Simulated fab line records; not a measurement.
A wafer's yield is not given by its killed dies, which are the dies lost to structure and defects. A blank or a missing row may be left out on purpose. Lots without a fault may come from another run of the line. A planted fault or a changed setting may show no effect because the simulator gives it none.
2 desks looking at one fault :: flow sfq_line :: every desk sees just its own numbers, and what lay behind them comes last

== METROLOGY DESK ==
What the gauges read for every lot (on any tool): the sampled wafers with a number, averaged. A lot is out of limits, marked OUT, if its mean lies more than 4 standard deviations from the usual mean; the brackets give that distance.
Columns: A = I3_BOW at SFQ_I3_BOW_MEAS_922, usual 2 um; B = I3_OVL at SFQ_I3_OVL_MEAS_923, usual 2 nm
lot: L524
first seen here: day 29 21:41
A: -16
B: 9

lot: L528
first seen here: day 31 00:05
A: -4
B: 10

lot: L540
first seen here: day 45 00:53
A: 15
B: 14

lot: L542
first seen here: day 45 03:54
A: -6
B: 3

lot: L544
first seen here: day 45 08:00
A: 8
B: -5

lot: L546
first seen here: day 45 12:54
A: -1
B: -12
Result from this desk: across the 6 lots, nothing is out of limits.

== THE TOOL OWNER'S DESK: litho_track-02 ==
The tool's own readings at SFQ_TRILAYER_I3_VIA_LITHO_PEB_088 (peb time 60 s): means of the sampled wafers that have a number, for each lot that ran on this tool. A lot is out of limits, marked OUT, if its mean lies more than 4 standard deviations from the usual mean; the brackets give that distance.
Columns: A = chill_plate_temp_C at SFQ_TRILAYER_I3_VIA_LITHO_PEB_088, usual 23.00 C; B = heater_power_total_W at SFQ_TRILAYER_I3_VIA_LITHO_PEB_088, usual 79.15 W; C = resist_line_temp_C at SFQ_TRILAYER_I3_VIA_LITHO_PEB_088, usual 22.99 C
lot: L528
first seen here: day 37 12:21
A: 23.14
B: 79.11
C: 22.87

lot: L540
first seen here: day 45 04:09
A: 22.95
B: 79.17
C: 23.05

lot: L542
first seen here: day 45 07:47
A: 23.00
B: 79.06
C: 23.05

lot: L546
first seen here: day 50 01:27
A: 23.01
B: 79.19
C: 22.91
Result from this desk: across the 4 lots, nothing is out of limits.

== TAKEN TOGETHER ==
From the metrology desk's view, nothing was out of limits.
Nothing out of limits was seen by the tool owner's desk.

== WHAT WAS PUT IN BY THE SIMULATOR ==
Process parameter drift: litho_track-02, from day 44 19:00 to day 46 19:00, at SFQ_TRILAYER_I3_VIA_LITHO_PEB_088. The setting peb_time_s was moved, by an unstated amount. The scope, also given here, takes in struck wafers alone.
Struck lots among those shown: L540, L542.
